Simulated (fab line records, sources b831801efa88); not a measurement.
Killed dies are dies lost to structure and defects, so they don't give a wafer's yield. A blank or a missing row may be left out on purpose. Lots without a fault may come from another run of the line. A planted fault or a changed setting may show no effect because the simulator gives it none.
Chamber matching | flow sky130 | SKY_POLY_GATE_ETCH_15 on rie_diel-02: 4 sister chambers
The step etches BARC in N2/H2, stops on SiO2, time 118.5 s, target depth 110 nm. 8 wafers are shown with their chamber, then 9 later ones without.

WAFERS WITH THEIR CHAMBER
wafer  | chamber | drypump_motor_current_A (A) | oes_product_au (a.u.)
L120.3 | 0       | 5.5                         | 0.710
L120.5 | 0       | 5.5                         | 0.718
L130.1 | 2       | 4.8                         | 0.715
L131.2 | 3       | 5.4                         | 0.714
L131.4 | 1       | 5.5                         | 0.715
L132.3 | 1       | 5.6                         | 0.720
L132.4 | 3       | 5.4                         | 0.714
L132.5 | 2       | 4.8                         | 0.711

WAFERS WITHOUT THEIR CHAMBER
wafer  | drypump_motor_current_A (A) | oes_product_au (a.u.)
L134.3 | 4.8                         | 0.713
L134.5 | 5.4                         | 0.717
L134.6 | 5.5                         | 0.716
L136.2 | 4.8                         | 0.712
L136.3 | 5.5                         | 0.712
L136.5 | 4.8                         | 0.707
L137.2 | 4.8                         | 0.719
L137.4 | 4.8                         | 0.720
L137.6 | 5.4                         | 0.714

WHICH CHAMBER EACH WENT THROUGH
wafer  | from the rows above     | in truth
L134.3 | 2                       | 2
L134.5 | 3                       | 3
L134.6 | can't be placed: 0 or 1 | 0
L136.2 | 2                       | 2
L136.3 | can't be placed: 0 or 1 | 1
L136.5 | 2                       | 2
L137.2 | 2                       | 2
L137.4 | 2                       | 2
L137.6 | 3                       | 3
Placed correctly: 7 of 9. Can't be placed from these rows: 2 (the true chamber is among the candidates in 2). Placed wrongly: 0.
How it was worked out, from the rows above alone: a wafer's distance from a chamber is the root of the sum, over the readings, of the square of ((its reading less the chamber's mean) divided by the reading's scatter). The wafer belongs to the nearest chamber; if the next one is less than 2 further off, it can't be placed. A chamber's mean is the mean of its shown wafers. The scatter: the root of (the sum of the squares of (reading less its chamber's mean) over the shown wafers, divided by (wafers less chambers)).
